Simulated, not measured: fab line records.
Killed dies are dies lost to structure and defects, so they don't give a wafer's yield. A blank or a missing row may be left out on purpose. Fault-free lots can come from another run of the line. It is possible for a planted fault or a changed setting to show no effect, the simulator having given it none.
Matching of chambers ; flow sky130 ; cmp-01 running SKY_FIELD_ISO_CMP_27: 4 sister chambers
The step polishes, stops on Si3N4, t overpolish 16 s, target thk 457.8 nm. 4 wafers are shown with their chamber, then 7 later ones without.

WAFERS WITH THEIR CHAMBER
wafer;chamber;motor current A (A)
L480.6;2;12.2
L481.6;0;11.8
L490.1;1;12.7
L490.3;3;11.6

WAFERS WITHOUT THEIR CHAMBER
wafer;motor current A (A)
L490.4;11.9
L491.3;11.9
L491.4;11.8
L491.5;12.3
L497.2;11.3
L497.4;11.8
L497.6;11.9

EACH ONE'S CHAMBER
wafer;from the rows above;in truth
L490.4;can't be placed: 0 or 2 or 3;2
L491.3;can't be placed: 0 or 2 or 3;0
L491.4;can't be placed: 0 or 3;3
L491.5;2;2
L497.2;can't be placed: 3 or 0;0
L497.4;can't be placed: 0 or 3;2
L497.6;can't be placed: 0 or 2 or 3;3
Correct placement for 1 of the 7. Can't be placed from these rows: 6 (the true chamber is among the candidates in 5). Wrongly placed: 0.
How it was worked out, from the rows above alone: a wafer's distance from a chamber is the root of the sum, over the readings, of the square of ((its reading less the chamber's mean) divided by the reading's scatter). If the next closest chamber is less than 2 further off than the closest, the wafer can't be placed; otherwise it belongs to the closest. A chamber's mean is the mean of its shown wafers. The scatter: root of mean squared gap, hidden wafer to nearest shown wafer, with one shown wafer a chamber.
